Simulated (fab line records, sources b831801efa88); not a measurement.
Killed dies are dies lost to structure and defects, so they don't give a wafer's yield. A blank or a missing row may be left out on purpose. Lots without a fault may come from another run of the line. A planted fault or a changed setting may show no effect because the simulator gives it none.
Split-lot experiment | flow sfq_line | 5 lots, 10 wafers read, on a route of 325 steps

THE SPLIT
At SFQ_TRILAYER_I0_VIA_LITHO_COAT_036 (resist thk 62 nm), the setting spin_rpm was moved away from the recipe's 3000 rpm on 2 of the 10 wafers read, by -5.7% to -5.2%. The other wafers ran this setting at the recipe's value.

FROM THE SPLIT TO THE READING: what the file shows between them, 3 steps
- SFQ_TRILAYER_I0_VIA_LITHO_COAT_031: resist thk 650 nm
- SFQ_TRILAYER_I0_VIA_LITHO_SOFTBAKE_035
- SFQ_TRILAYER_I0_VIA_LITHO_DEVELOP_033: time 60 s

THE READING
etch.depth_nm (the simulator's own value, which no gauge read), in nm, at SFQ_TRILAYER_I0_VIA_BARC_OPEN_VIA_ETCH_046 (etches BARC in O2, target depth 125 nm, time 41.7 s). The file gives no usual value for it. The 8 wafers here that ran the recipe average 61.97 nm, standard deviation 0.14 nm.

wafer  | tool, chamber at the split | spin_rpm as run, rpm | against the recipe | etch.depth_nm, nm | against lot-mates on the recipe
L074.1 | litho_track-04, 0          | 3000                 | recipe             | 61.82             | -
L074.3 | litho_track-04, 0          | 3000                 | recipe             | 61.79             | -
L074.6 | litho_track-04, 0          | 3000                 | recipe             | 61.9              | -
L075.2 | litho_track-01, 0          | 3000                 | recipe             | 62.19             | -
L075.6 | litho_track-01, 0          | 2828                 | -5.7%              | 64                | +1.81
L079.3 | litho_track-01, 0          | 3000                 | recipe             | 62.12             | -
L083.1 | litho_track-01, 0          | 3000                 | recipe             | 62.05             | -
L083.6 | litho_track-01, 0          | 2843                 | -5.2%              | 63.76             | +1.71
L084.2 | litho_track-02, 0          | 3000                 | recipe             | 61.85             | -
L084.5 | litho_track-02, 0          | 3000                 | recipe             | 62.04             | -

THE FIT
A straight line over all 10 wafers: etch.depth_nm changes by -0.349 nm for each +1% of spin_rpm; r = -0.99; the points scatter about the line by 0.14 nm.
The same after taking each lot's own level away (the mean of its wafers on the recipe; 10 wafers): -0.321 nm for each +1%; r = -1.00; scatter 0.057 nm.
On that fit, the largest move of spin_rpm shifts the reading by 1.8 nm.
The lots' own levels span 61.837 to 62.190 nm, that is 2.5 times the standard deviation above.
So the lot-to-lot level changes the slope little: the two slopes agree.
Check: with one of the wafers moved furthest among these (-5.7%) left out of the fit, the line predicts +1.87 nm for it against its lot-mates. It came out at +1.81 nm against them.

OTHER SPLITS ON THESE WAFERS
These wafers also went through other splits before the reading. Each is held against what the fit with the lots' levels taken away leaves over:
other split on the same wafers                  | wafers away from the commonest value | r with etch.depth_nm (lot level and that fit taken away)
SFQ_TRILAYER_L0_VIA_LITHO_EXPOSE_014 dose_mj    | 2                                    | +0.11
SFQ_TRILAYER_L0_VIA_LITHO_PEB_016 peb_time_s    | 1                                    | -0.19
SFQ_TRILAYER_M0_LITHO_COAT_026 spin_rpm         | 3                                    | +0.12
SFQ_TRILAYER_M0_BARC_OPEN_METAL_ETCH_031 time_s | 2                                    | +0.00

THE WHOLE CHAIN: every reading that the file lists as answering this split, in the file's order
step                                       | what it does                                        | reading                                                                                        | change (the file's fit)               | r (the file's)
SFQ_TRILAYER_I0_VIA_LITHO_COAT_036         | resist thk 62 nm                                    | BARC_of_TRILAYER_I0_VIA_LITHO_COAT_036.thk_nm (the simulator's own value, which no gauge read) | -0.318 nm for each +1% of the setting | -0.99
SFQ_TRILAYER_I0_VIA_BARC_OPEN_VIA_ETCH_046 | etches BARC in O2, target depth 125 nm, time 41.7 s | etch.depth_nm (the simulator's own value, which no gauge read)                                 | -0.322 nm for each +1% of the setting | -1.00

THE FILE'S OWN FIT
etch.depth_nm changes by -0.322 nm for each +1% of spin_rpm, r = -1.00.
